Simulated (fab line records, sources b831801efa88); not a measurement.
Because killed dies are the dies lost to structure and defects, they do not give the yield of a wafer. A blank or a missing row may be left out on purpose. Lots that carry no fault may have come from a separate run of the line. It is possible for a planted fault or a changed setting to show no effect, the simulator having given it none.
Which tool is to blame? -- flow sky130 -- 11 lots with 32 wafers sampled at 7 steps, on a route of 708 steps

## WHAT THE GAUGES SHOWED, per wafer
SKY_CAPM_RS_MEAS_03: measures by four-point-probe.
lot,measured,on,CAPM_TIN_RS (ohm/sq)
L979,day 36 19:03,film_metro-01,6.95 6.92 6.98
L980,day 36 23:11,film_metro-03,6.97 6.91 6.97
L981,day 37 06:23,film_metro-03,6.91 6.84 6.94
L983,day 38 01:39,film_metro-03,6.89 6.92 6.87
L987,day 40 02:29,film_metro-02,6.85 6.82 6.88
L988,day 40 10:40,film_metro-03,6.94 7.06 7.03
L989,day 40 20:13,film_metro-01,7.06 7.07 7.08
L992,day 41 05:47,film_metro-03,6.85 6.92 6.91
L994,day 41 15:19,film_metro-01,6.07 6.89
L996,day 42 12:22,film_metro-02,6.07 6.76 6.94
L100,day 43 01:32,film_metro-02,6.97 6.89 7.00

SKY_CAPM_THK_MEAS_04: measures by xrf.
lot,measured,on,CAPM_TIN_THK (nm)
L979,day 36 19:10,film_metro-01,197.3 198.0 196.1
L980,day 36 23:19,film_metro-03,197.4 199.3 196.3
L981,day 37 06:31,film_metro-03,197.2 200.5 197.3
L983,day 38 01:46,film_metro-03,198.8 197.6 199.0
L987,day 40 02:36,film_metro-02,199.9 200.6 199.2
L988,day 40 10:46,film_metro-03,198.1 193.9 194.9
L989,day 40 20:19,film_metro-01,194.7 192.5 193.2
L992,day 41 05:54,film_metro-03,198.7 196.5 196.9
L994,day 41 15:26,film_metro-01,223.3 197.4
L996,day 42 12:29,film_metro-02,222.7 201.1 195.0
L100,day 43 01:39,film_metro-02,195.5 196.7 194.2

SKY_VIA3_OVL_MEAS_13.
lot,measured,on,VIA3_OVL (nm)
L979,day 40 01:05,overlay-01,-2 -7 -8
L980,day 40 05:44,overlay-02,-4 -2 -3
L981,day 40 11:40,overlay-02,-4 -1 -5
L983,day 41 04:57,overlay-01,-12 -8 -14
L987,day 43 04:12,overlay-01,-13 -3 -8
L988,day 43 11:48,overlay-01,-5 -13 -10
L989,day 43 19:41,overlay-01,-1 4 6
L992,day 44 05:32,overlay-01,-1 -4 -5
L994,day 44 16:19,overlay-01,-7
L996,day 45 09:35,overlay-02,-6 0
L100,day 45 21:56,overlay-02,0 3 1

## WHAT TOOL EACH LOT RAN ON (gives the tool, then ch and the chambers of the sampled wafers, and finally the start)
lot,SKY_LI_CONTACT_ETCH_15,SKY_METAL2_SPUTTER_03,SKY_CAPM_SPUTTER_02,SKY_CAPM_METAL_ETCH_13
L979,"rie_diel-04 ch 0,1, day 29 16:01","pvd_sputter-04, day 34 11:08","pvd_sputter-02, day 36 18:55","rie_metal-02 ch 0,1, day 37 20:05"
L980,"rie_diel-02 ch 1,3, day 29 20:46","pvd_sputter-01, day 34 14:59","pvd_sputter-04, day 36 23:05","rie_metal-03 ch 0, day 38 00:47"
L981,"rie_diel-03 ch 0,2,3, day 30 03:57","pvd_sputter-03, day 34 23:00","pvd_sputter-03, day 37 06:17","rie_metal-02 ch 0,1, day 38 07:32"
L983,"rie_diel-03 ch 0,2,3, day 31 00:06","pvd_sputter-01, day 35 18:08","pvd_sputter-03, day 38 01:31","rie_metal-01 ch 0,1, day 39 02:47"
L987,"rie_diel-03 ch 1,2,3, day 33 05:15","pvd_sputter-04, day 37 20:42","pvd_sputter-03, day 40 02:22","rie_metal-03 ch 0,1, day 41 02:32"
L988,"rie_diel-04 ch 1,2,3, day 33 15:20","pvd_sputter-03, day 38 05:19","pvd_sputter-03, day 40 10:32","rie_metal-03 ch 0,1, day 41 09:50"
L989,"rie_diel-04 ch 0,3, day 34 00:48","pvd_sputter-03, day 38 14:55","pvd_sputter-03, day 40 20:04","rie_metal-03 ch 0,1, day 41 19:28"
L992,"rie_diel-03 ch 0,3, day 34 11:12","pvd_sputter-01, day 39 01:19","pvd_sputter-03, day 41 05:40","rie_metal-03 ch 0,1, day 42 05:11"
L994,"rie_diel-03 ch 1, day 34 21:16","pvd_sputter-01, day 39 11:59","pvd_sputter-03, day 41 15:12","rie_metal-01 ch 1, day 42 15:08"
L996,"rie_diel-03 ch 0,1, day 35 21:33","pvd_sputter-01, day 40 09:58","pvd_sputter-03, day 42 12:15","rie_metal-03 ch 0,1, day 43 11:44"
L100,"rie_diel-02 ch 0,1, day 36 09:54","pvd_sputter-03, day 40 22:23","pvd_sputter-04, day 43 01:25","rie_metal-01 ch 0,1, day 44 00:11"
- SKY_LI_CONTACT_ETCH_15: etches PSG in C4F8/O2/Ar, stops on Si, target depth 600 nm.
- SKY_METAL2_SPUTTER_03: material Ti, target thk 5 nm, time 3.3 s.
- SKY_CAPM_SPUTTER_02: material TiN, target thk 200 nm, time 166.7 s.
- SKY_CAPM_METAL_ETCH_13: etches TiN in Cl2/BCl3, stops on SiO2, target depth 220 nm, time 62.9 s.

## WHAT THE TOOLS THEMSELVES READ (means of the sampled wafers that have a number; where no wafer has one, the mark that the record gives instead)
SKY_LI_CONTACT_ETCH_15.
lot,tool,oes_product_au (a.u.)
L979,rie_diel-04,0.835
L980,rie_diel-02,0.837
L981,rie_diel-03,0.839
L983,rie_diel-03,0.835
L987,rie_diel-03,0.836
L988,rie_diel-04,0.835
L989,rie_diel-04,0.837
L992,rie_diel-03,0.840
L994,rie_diel-03,0.836
L996,rie_diel-03,0.843
L100,rie_diel-02,0.833

SKY_METAL2_SPUTTER_03.
lot,tool,chamber_pressure_pa (Pa),throttle_valve_pct (%)
L979,pvd_sputter-04,0.4005,30.3
L980,pvd_sputter-01,0.3985,29.2
L981,pvd_sputter-03,0.4008,29.8
L983,pvd_sputter-01,0.4010,29.8
L987,pvd_sputter-04,0.3990,29.4
L988,pvd_sputter-03,0.3998,29.6
L989,pvd_sputter-03,0.4005,29.8
L992,pvd_sputter-01,0.4006,29.2
L994,pvd_sputter-01,0.4006,29.6
L996,pvd_sputter-01,0.4010,29.0
L100,pvd_sputter-03,0.4000,30.0

SKY_CAPM_SPUTTER_02.
lot,tool,chamber_pressure_pa (Pa),throttle_valve_pct (%)
L979,pvd_sputter-02,0.3993,29.7
L980,pvd_sputter-04,0.4000,30.5
L981,pvd_sputter-03,0.4004,29.5
L983,pvd_sputter-03,0.3997,29.7
L987,pvd_sputter-03,0.4003,29.7
L988,pvd_sputter-03,0.4010,29.5
L989,pvd_sputter-03,0.3996,29.9
L992,pvd_sputter-03,0.3987,29.8
L994,pvd_sputter-03,0.3995,29.6
L996,pvd_sputter-03,0.4004,29.1
L100,pvd_sputter-04,0.4003,30.2

SKY_CAPM_METAL_ETCH_13.
lot,tool,drypump_motor_current_A (A),oes_product_au (a.u.),throttle_valve_pct (%)
L979,rie_metal-02,5.0,0.941,21.890
L980,rie_metal-03,6.0,0.939,21.910
L981,rie_metal-02,5.2,0.938,21.906
L983,rie_metal-01,6.1,0.948,21.912
L987,rie_metal-03,6.1,0.945,21.893
L988,rie_metal-03,6.2,0.939,21.898
L989,rie_metal-03,6.2,0.932,21.912
L992,rie_metal-03,6.1,0.939,21.901
L994,rie_metal-01,5.5,0.968,21.884
L996,rie_metal-03,6.2,0.960,21.890
L100,rie_metal-01,6.1,0.940,21.898

## THE ANSWER, worked out from the rows above alone
Rule: the lots themselves supply what counts as usual. Put in order of their means at a reading, lots are off if they are a third of the lots or fewer, leave a main group of 4 or more, and stand apart from it by a gap of 3 or more times the standard deviation of the main group's means; of several such gaps the widest counts. A main group whose means are all the same, to the digits that the tables above print for the reading, isn't used. Also off: a lot with no number at a reading for which 4 or more lots have one. The other lots that the step has rows for count as sound. First the gauges in route order, then the tools' own readings, where a lot's mean is used as printed above. The first step at which some lot is off is used, and at that step the reading that is off furthest; a lot without a number counts as furthest.
Off: L994, L996, seen at SKY_CAPM_RS_MEAS_03 (CAPM_TIN_RS). Main group: mean 6.94 ohm/sq, sd 0.064.
If a tool, at a process step before that reading, ran all the lots that are off and no sound lot after the first of them, it fits. Those tools and the gauges at SKY_CAPM_RS_MEAS_03 are tried in the same way. Can't be told from this: 3 tools fit, rie_diel-03 at SKY_LI_CONTACT_ETCH_15, pvd_sputter-01 at SKY_METAL2_SPUTTER_03, pvd_sputter-03 at SKY_CAPM_SPUTTER_02.

## WHAT WAS PUT IN BY THE SIMULATOR
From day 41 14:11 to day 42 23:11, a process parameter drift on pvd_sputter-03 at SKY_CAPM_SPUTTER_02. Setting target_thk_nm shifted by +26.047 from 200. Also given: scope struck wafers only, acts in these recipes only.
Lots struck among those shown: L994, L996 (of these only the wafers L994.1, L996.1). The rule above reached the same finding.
